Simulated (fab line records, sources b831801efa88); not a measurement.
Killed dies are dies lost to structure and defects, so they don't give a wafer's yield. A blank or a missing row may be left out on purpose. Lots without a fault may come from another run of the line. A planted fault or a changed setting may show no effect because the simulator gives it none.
Which tool did it? | flow sky130 | 24 lots, 72 wafers sampled, at 5 steps of a route of 708

WHAT THE GAUGES READ, wafer by wafer
SKY_LOCAL_INTERCONNECT_CD_MEAS_11: target cd 170 nm.
lot  | measured     | on        | cd_nm (nm)
L074 | day 29 19:52 | cd_sem-01 | 172.7 172.6 171.4
L076 | day 31 00:44 | cd_sem-01 | 170.7 170.6 172.2
L075 | day 31 07:11 | cd_sem-02 | 172.1 172.2 170.5
L078 | day 31 13:47 | cd_sem-01 | 171.7 170.5 171.5
L077 | day 31 19:17 | cd_sem-02 | 168.4 172.4 170.9
L079 | day 32 06:49 | cd_sem-01 | 169.8 170.5 168.7
L080 | day 32 10:53 | cd_sem-02 | 168.3 169.1 169.0
L081 | day 32 15:31 | cd_sem-02 | 170.3 170.0 170.7
L082 | day 32 22:49 | cd_sem-02 | 172.8 171.9 174.8
L083 | day 33 05:23 | cd_sem-01 | 171.2 171.4 169.8
L084 | day 34 01:08 | cd_sem-02 | 170.2 170.2 172.7
L085 | day 34 03:27 | cd_sem-01 | 168.6 168.0 169.3
L086 | day 34 03:44 | cd_sem-01 | 168.6 169.9 168.3
L087 | day 34 06:53 | cd_sem-02 | 168.9 168.5 169.3
L088 | day 34 17:44 | cd_sem-02 | 169.4 170.7 170.1
L090 | day 35 18:50 | cd_sem-02 | 168.6 167.4 166.9
L089 | day 35 20:08 | cd_sem-02 | 172.2 173.3 173.2
L091 | day 36 03:48 | cd_sem-02 | 169.2 170.5 171.5
L093 | day 36 10:08 | cd_sem-02 | 170.9 171.1 169.6
L094 | day 36 10:57 | cd_sem-02 | 170.6 171.4 171.3
L092 | day 36 12:32 | cd_sem-02 | 172.5 170.8 171.7
L096 | day 37 00:41 | cd_sem-02 | 170.5 168.6 170.8
L095 | day 37 02:41 | cd_sem-02 | 172.4 171.9 171.5
L097 | day 37 18:34 | cd_sem-02 | 170.3 172.3 170.2

SKY_METAL2_CD_MEAS_15: target cd 140 nm.
lot  | measured     | on        | cd_nm (nm)
L074 | day 34 13:13 | cd_sem-01 | 139.9 138.9 140.6
L076 | day 35 12:08 | cd_sem-01 | 140.8 140.2 140.6
L075 | day 35 17:44 | cd_sem-02 | 140.8 141.5 139.8
L078 | day 35 23:47 | cd_sem-02 | 139.8 142.0 142.2
L077 | day 36 07:17 | cd_sem-02 | 135.3 136.7 136.1
L079 | day 36 19:07 | cd_sem-02 | 140.3 141.9 140.6
L080 | day 36 20:02 | cd_sem-02 | 138.4 137.9 137.8
L081 | day 37 01:04 | cd_sem-02 | 138.5 137.8 137.1
L082 | day 37 06:47 | cd_sem-02 | 140.5 139.9 139.7
L083 | day 37 15:12 | cd_sem-02 | 137.4 138.4 139.7
L084 | day 38 10:19 | cd_sem-01 | 141.5 141.6 141.2
L085 | day 38 11:00 | cd_sem-02 | 143.7 143.2 143.4
L086 | day 38 11:29 | cd_sem-02 | 140.8 141.6 140.9
L087 | day 38 15:52 | cd_sem-02 | 140.5 142.5 141.3
L088 | day 39 01:38 | cd_sem-02 | 138.9 138.8 137.3
L090 | day 40 07:05 | cd_sem-02 | 140.6 140.5 140.8
L089 | day 40 08:59 | cd_sem-02 | 138.2 138.2 138.9
L091 | day 40 16:03 | cd_sem-01 | 140.8 139.8 140.5
L093 | day 40 21:53 | cd_sem-02 | 137.1 138.3 137.8
L094 | day 40 22:47 | cd_sem-01 | 142.6 142.1 141.6
L092 | day 40 23:38 | cd_sem-01 | 138.1 136.6 137.1
L096 | day 41 11:26 | cd_sem-01 | 138.9 138.3 140.3
L095 | day 41 12:26 | cd_sem-01 | 137.8 139.0 139.9
L097 | day 42 01:40 | cd_sem-01 | 138.3 136.0 137.8

WHICH TOOL RAN EACH LOT (tool, then ch and the chambers of the sampled wafers, then the start)
lot  | SKY_METAL1_SPUTTER_00        | SKY_METAL1_SPUTTER_01        | SKY_METAL2_SPUTTER_04
L074 | pvd_sputter-03, day 31 02:37 | pvd_sputter-03, day 31 02:38 | pvd_sputter-03, day 33 12:34
L076 | pvd_sputter-03, day 32 06:54 | pvd_sputter-03, day 32 06:55 | pvd_sputter-01, day 34 12:48
L075 | pvd_sputter-02, day 32 12:55 | pvd_sputter-02, day 32 12:56 | pvd_sputter-01, day 34 19:13
L078 | pvd_sputter-01, day 32 20:39 | pvd_sputter-01, day 32 20:41 | pvd_sputter-01, day 35 01:02
L077 | pvd_sputter-02, day 33 02:17 | pvd_sputter-02, day 33 02:19 | pvd_sputter-01, day 35 06:09
L079 | pvd_sputter-02, day 33 12:42 | pvd_sputter-02, day 33 12:43 | pvd_sputter-03, day 35 16:09
L080 | pvd_sputter-01, day 33 15:46 | pvd_sputter-01, day 33 15:47 | pvd_sputter-01, day 35 17:48
L081 | pvd_sputter-02, day 33 20:27 | pvd_sputter-02, day 33 20:28 | pvd_sputter-01, day 35 22:45
L082 | pvd_sputter-01, day 34 03:40 | pvd_sputter-01, day 34 03:41 | pvd_sputter-04, day 36 07:25
L083 | pvd_sputter-03, day 34 09:28 | pvd_sputter-03, day 34 09:29 | pvd_sputter-03, day 36 12:41
L084 | pvd_sputter-01, day 35 04:24 | pvd_sputter-01, day 35 04:26 | pvd_sputter-03, day 37 08:02
L085 | pvd_sputter-03, day 35 05:46 | pvd_sputter-03, day 35 05:47 | pvd_sputter-03, day 37 08:46
L086 | pvd_sputter-02, day 35 05:53 | pvd_sputter-02, day 35 05:54 | pvd_sputter-01, day 37 09:01
L087 | pvd_sputter-01, day 35 08:46 | pvd_sputter-01, day 35 08:47 | pvd_sputter-04, day 37 14:48
L088 | pvd_sputter-02, day 35 18:34 | pvd_sputter-02, day 35 18:35 | pvd_sputter-04, day 38 01:13
L090 | pvd_sputter-01, day 36 23:53 | pvd_sputter-01, day 36 23:55 | pvd_sputter-03, day 39 07:09
L089 | pvd_sputter-02, day 37 01:19 | pvd_sputter-02, day 37 01:20 | pvd_sputter-03, day 39 08:06
L091 | pvd_sputter-01, day 37 07:37 | pvd_sputter-01, day 37 07:38 | pvd_sputter-01, day 39 14:48
L093 | pvd_sputter-02, day 37 15:58 | pvd_sputter-02, day 37 15:59 | pvd_sputter-03, day 39 21:41
L094 | pvd_sputter-03, day 37 16:17 | pvd_sputter-03, day 37 16:18 | pvd_sputter-04, day 39 22:19
L092 | pvd_sputter-03, day 37 18:01 | pvd_sputter-03, day 37 18:02 | pvd_sputter-01, day 39 23:30
L096 | pvd_sputter-01, day 38 06:22 | pvd_sputter-01, day 38 06:24 | pvd_sputter-03, day 40 11:15
L095 | pvd_sputter-03, day 38 08:46 | pvd_sputter-03, day 38 08:47 | pvd_sputter-01, day 40 13:02
L097 | pvd_sputter-02, day 38 22:13 | pvd_sputter-02, day 38 22:15 | pvd_sputter-04, day 41 01:39
- SKY_METAL1_SPUTTER_00: material Ti, target thk 15 nm, time 10 s.
- SKY_METAL1_SPUTTER_01: material TiN, target thk 20 nm, time 16.7 s.
- SKY_METAL2_SPUTTER_04: material TiN, target thk 70 nm, time 58.3 s.

WHAT THE TOOLS THEMSELVES READ (means of the sampled wafers that have a number; where no wafer has one, the mark that the record gives instead)
SKY_METAL1_SPUTTER_00.
lot  | tool           | throttle_valve_pct (%)
L074 | pvd_sputter-03 | 32.0
L076 | pvd_sputter-03 | 31.4
L075 | pvd_sputter-02 | 29.0
L078 | pvd_sputter-01 | 31.1
L077 | pvd_sputter-02 | 28.4
L079 | pvd_sputter-02 | 28.9
L080 | pvd_sputter-01 | 30.4
L081 | pvd_sputter-02 | 28.9
L082 | pvd_sputter-01 | 31.3
L083 | pvd_sputter-03 | 31.8
L084 | pvd_sputter-01 | 32.2
L085 | pvd_sputter-03 | 31.4
L086 | pvd_sputter-02 | 29.0
L087 | pvd_sputter-01 | 31.3
L088 | pvd_sputter-02 | 29.1
L090 | pvd_sputter-01 | 32.2
L089 | pvd_sputter-02 | 29.5
L091 | pvd_sputter-01 | 31.4
L093 | pvd_sputter-02 | 29.5
L094 | pvd_sputter-03 | 30.2
L092 | pvd_sputter-03 | 31.4
L096 | pvd_sputter-01 | 30.6
L095 | pvd_sputter-03 | 31.9
L097 | pvd_sputter-02 | 29.5

SKY_METAL1_SPUTTER_01.
lot  | tool           | throttle_valve_pct (%)
L074 | pvd_sputter-03 | 32.0
L076 | pvd_sputter-03 | 31.4
L075 | pvd_sputter-02 | 29.0
L078 | pvd_sputter-01 | 31.3
L077 | pvd_sputter-02 | 28.3
L079 | pvd_sputter-02 | 29.0
L080 | pvd_sputter-01 | 30.3
L081 | pvd_sputter-02 | 29.0
L082 | pvd_sputter-01 | 31.1
L083 | pvd_sputter-03 | 31.8
L084 | pvd_sputter-01 | 32.2
L085 | pvd_sputter-03 | 31.4
L086 | pvd_sputter-02 | 28.9
L087 | pvd_sputter-01 | 31.3
L088 | pvd_sputter-02 | 29.1
L090 | pvd_sputter-01 | 32.0
L089 | pvd_sputter-02 | 29.6
L091 | pvd_sputter-01 | 31.3
L093 | pvd_sputter-02 | 29.5
L094 | pvd_sputter-03 | 30.2
L092 | pvd_sputter-03 | 31.2
L096 | pvd_sputter-01 | 30.5
L095 | pvd_sputter-03 | 31.6
L097 | pvd_sputter-02 | 29.4

SKY_METAL2_SPUTTER_04.
lot  | tool           | throttle_valve_pct (%)
L074 | pvd_sputter-03 | 31.6
L076 | pvd_sputter-01 | 31.2
L075 | pvd_sputter-01 | 31.3
L078 | pvd_sputter-01 | 30.3
L077 | pvd_sputter-01 | 31.3
L079 | pvd_sputter-03 | 31.0
L080 | pvd_sputter-01 | 31.3
L081 | pvd_sputter-01 | 30.5
L082 | pvd_sputter-04 | 29.7
L083 | pvd_sputter-03 | 31.8
L084 | pvd_sputter-03 | 30.9
L085 | pvd_sputter-03 | 30.9
L086 | pvd_sputter-01 | 31.0
L087 | pvd_sputter-04 | 29.5
L088 | pvd_sputter-04 | 29.3
L090 | pvd_sputter-03 | 31.9
L089 | pvd_sputter-03 | 31.3
L091 | pvd_sputter-01 | 31.3
L093 | pvd_sputter-03 | 31.4
L094 | pvd_sputter-04 | 30.0
L092 | pvd_sputter-01 | 30.4
L096 | pvd_sputter-03 | 31.7
L095 | pvd_sputter-01 | 30.4
L097 | pvd_sputter-04 | 30.1

THE ANSWER, worked out from the rows above alone
Rule: what is usual is taken from the lots themselves. Put in order of their means at a reading, lots are off if they are a third of the lots or fewer, leave a main group of 4 or more, and stand apart from it by a gap of 3 or more times the standard deviation of the main group's means; of several such gaps the widest counts. A main group whose means are all the same, to the digits that the tables above print for the reading, isn't used. A lot without any number at a reading at which 4 lots or more have one is off too. The other lots that the step has rows for count as sound. The gauges are gone through in route order, then the tools' own readings, and for those a lot's mean is taken as printed above. The first step at which some lot is off is used, and at that step the reading that is off furthest; a lot without a number counts as furthest.
No lot is off at any reading shown: from this, nothing can be told.

WHAT THE SIMULATOR HAD PUT IN
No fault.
